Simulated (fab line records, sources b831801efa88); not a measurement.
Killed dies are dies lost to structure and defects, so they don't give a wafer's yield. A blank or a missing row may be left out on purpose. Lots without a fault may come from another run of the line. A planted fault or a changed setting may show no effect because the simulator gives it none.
Chamber matching | flow sky130 | SKY_LI_CONTACT_ETCH_14 on rie_diel-01: 4 sister chambers
The step etches BARC in N2/H2, stops on SiO2, time 45.9 s, target depth 60 nm. 8 wafers are shown with their chamber, then 12 later ones without.

WAFERS WITH THEIR CHAMBER
wafer  | chamber | drypump_motor_current_A (A) | throttle_valve_pct (%)
L079.1 | 2       | 5.3                         | 13.222
L079.2 | 1       | 6.2                         | 13.225
L079.5 | 2       | 5.3                         | 13.217
L078.1 | 3       | 6.0                         | 13.220
L078.6 | 0       | 6.2                         | 13.214
L080.1 | 1       | 6.1                         | 13.207
L080.2 | 3       | 6.0                         | 13.227
L080.3 | 0       | 6.2                         | 13.219

WAFERS WITHOUT THEIR CHAMBER
wafer  | drypump_motor_current_A (A) | throttle_valve_pct (%)
L080.4 | 5.3                         | 13.220
L080.5 | 5.3                         | 13.206
L080.6 | 6.0                         | 13.209
L083.2 | 6.2                         | 13.222
L083.5 | 6.2                         | 13.217
L083.6 | 6.0                         | 13.209
L090.2 | 6.2                         | 13.206
L090.3 | 6.0                         | 13.234
L090.5 | 6.2                         | 13.219
L094.2 | 6.0                         | 13.226
L094.3 | 5.3                         | 13.238
L094.5 | 6.1                         | 13.225

WHICH CHAMBER EACH WENT THROUGH
wafer  | from the rows above          | in truth
L080.4 | 2                            | 2
L080.5 | 2                            | 2
L080.6 | 3                            | 3
L083.2 | can't be placed: 0 or 1      | 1
L083.5 | can't be placed: 0 or 1      | 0
L083.6 | 3                            | 3
L090.2 | can't be placed: 0 or 1      | 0
L090.3 | 3                            | 3
L090.5 | can't be placed: 0 or 1      | 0
L094.2 | 3                            | 3
L094.3 | 2                            | 2
L094.5 | can't be placed: 1 or 3 or 0 | 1
Placed correctly: 7 of 12. Can't be placed from these rows: 5 (the true chamber is among the candidates in 5). Placed wrongly: 0.
How it was worked out, from the rows above alone: a wafer's distance from a chamber is the root of the sum, over the readings, of the square of ((its reading less the chamber's mean) divided by the reading's scatter). The wafer belongs to the nearest chamber; if the next one is less than 2 further off, it can't be placed. A chamber's mean is the mean of its shown wafers. The scatter: the root of (the sum of the squares of (reading less its chamber's mean) over the shown wafers, divided by (wafers less chambers)).
